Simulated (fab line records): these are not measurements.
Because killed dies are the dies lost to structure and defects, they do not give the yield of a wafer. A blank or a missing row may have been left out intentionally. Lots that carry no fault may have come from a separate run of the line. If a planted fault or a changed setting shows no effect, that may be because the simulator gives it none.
Comparing a struck lot with a sound one -- flow sky130 -- 15 steps out of a route of 708
Sound: wafers L214.2, L214.3, L214.6. Struck: wafers L223.3, L223.6. (L223.5 of the same lot was not struck and is left out.) The cause comes at the end.
Each step with rows lists, per side, the tool, then ch with its chambers, then its first start. Under that, the readings that differ: sound wafers -- struck wafers -- difference of the means -- sigmas: that difference in standard deviations of wafers without a fault.
alike: readings whose means differ by less than 2 such deviations, and words and numbers that are the same on both sides. not compared: withheld readings, readings that some wafer has no value for, bounds like >300 that may hide the same value, and numbers for which the record gives no deviation and whose values overlap.
A row with sigmas, a row that says differs or no value, or rows on one side alone: a step with any of these is where the two part. When numbers do not overlap yet have no deviation, they are printed without sigmas and do not part them. A reading missing from all wafers of one side parts the sides only when that side holds two or more wafers.

first, 8 steps without rows for these wafers: SKY_FIELD_ISO_DEHYDRATE_05 (time 60 s); SKY_FIELD_ISO_HMDS_06 (prime time 60 s); SKY_FIELD_ISO_COAT_07 (resist thk 60 nm); SKY_FIELD_ISO_COAT_08 (resist thk 450 nm); SKY_FIELD_ISO_SOFTBAKE_09 (time 90 s); SKY_FIELD_ISO_EXPOSE_10 (exposes mask FOM, target cd 150 nm); SKY_FIELD_ISO_PEB_11; SKY_FIELD_ISO_DEVELOP_12 (develop time 60 s).
SKY_FIELD_ISO_CD_MEAS_13: the cd target is 150 nm.
  sound on cd sem-02 at day 2 20:17; struck on cd sem-01 at day 4 18:53
  alike: cd nm
SKY_FIELD_ISO_ETCH_14: etches BARC in N2/H2, stops on SiO2, time 45.9 s, target depth 60 nm.
  sound on rie diel-03 ch 1,2,3, day 2 20:23; struck on rie diel-01 ch 0,3, day 4 18:58
  alike: bias w, drypump motor current A, oes product au, throttle valve pct
  not compared: rf hours counter h
SKY_FIELD_ISO_ETCH_15: etches the open film in CHF3/O2, stops on Si, target depth 180 nm, time 72 s.
  sound on rie diel-03 ch 1,2,3, day 2 20:26; struck on rie diel-01 ch 0,3, day 4 19:01
  alike: bias w, drypump motor current A, oes product au, throttle valve pct
  not compared: rf hours counter h
SKY_FIELD_ISO_STRIP_16: strips in O2/N2.
  sound on plasma asher-04 ch 0,1, day 2 20:29; struck on plasma asher-02 ch 0, day 4 19:06
reading,sound,struck,difference,sigmas
drypump motor current A (A),5.1 5.2 5.1,6.4 6.4,+1.3,+2
  alike: oes product au, strip time to endpoint s
  not compared: rf hours counter h
SKY_FIELD_ISO_ETCH_17: etches Si in HBr/Cl2/O2, target depth 342 nm, time 97.7 s.
  sound on rie si-01 ch 0,2, day 2 20:35; struck on rie si-01 ch 0, day 4 19:10
reading,sound,struck,difference,sigmas
bias w (W),151.1 149.8 149.8,171.2 170.7,+20.7,+51
he backside leak sccm (sccm),2.6 2.9 3.0,3.2 5.6,+1.6,+4
oes product au (a.u.),1.000 1.012 1.008,1.033 1.027,+0.023,+3
model.etch.depth nm (nm),343 348 346.8,357.3 354.6,+10.0,
model.FIELD_ISO.feature depth nm (nm),343 348 346.8,357.3 354.6,+10.0,
  alike: drypump motor current A, throttle valve pct
  not compared: rf hours counter h
then, 1 step without rows for these wafers: SKY_FIELD_ISO_WET_ETCH_18 (etches Si3N4 in H3PO4, target depth 25 nm, time 286 s).
-- the record jumps here: 44 days lie between the struck wafers' starts before and after (it left off in module FIELD_ISO and takes up again in module PAD_OPEN, whose first step shown is number 708 of the route) --
SKY_PAD_OPEN_PROBE_99:
  sound on prober-02 at day 46 17:51; struck on prober-01 at day 48 23:05
reading,sound,struck,difference,sigmas
model.etest.pfet_16v.r on ohm um,1.53e+04 1.564e+04 1.545e+04,1.63e+04 1.595e+04,+6.62e+02,
model.etest.pfet_16v.drive ua um,244.8 245.6 244.7,235.1 236.9,-9.0,
  alike: killed_at_M0_to_M3, killed_at_M4_up, killed at contacts, killed at front end, killed at other, killed dies, killed open, killed short

== WHERE THEY PART ==
At SKY_FIELD_ISO_STRIP_16 first; at SKY_FIELD_ISO_ETCH_17 last (within this record only). Later steps at which nothing parts them and some readings are alike: SKY_PAD_OPEN_PROBE_99.

WHY: what the simulator had put in
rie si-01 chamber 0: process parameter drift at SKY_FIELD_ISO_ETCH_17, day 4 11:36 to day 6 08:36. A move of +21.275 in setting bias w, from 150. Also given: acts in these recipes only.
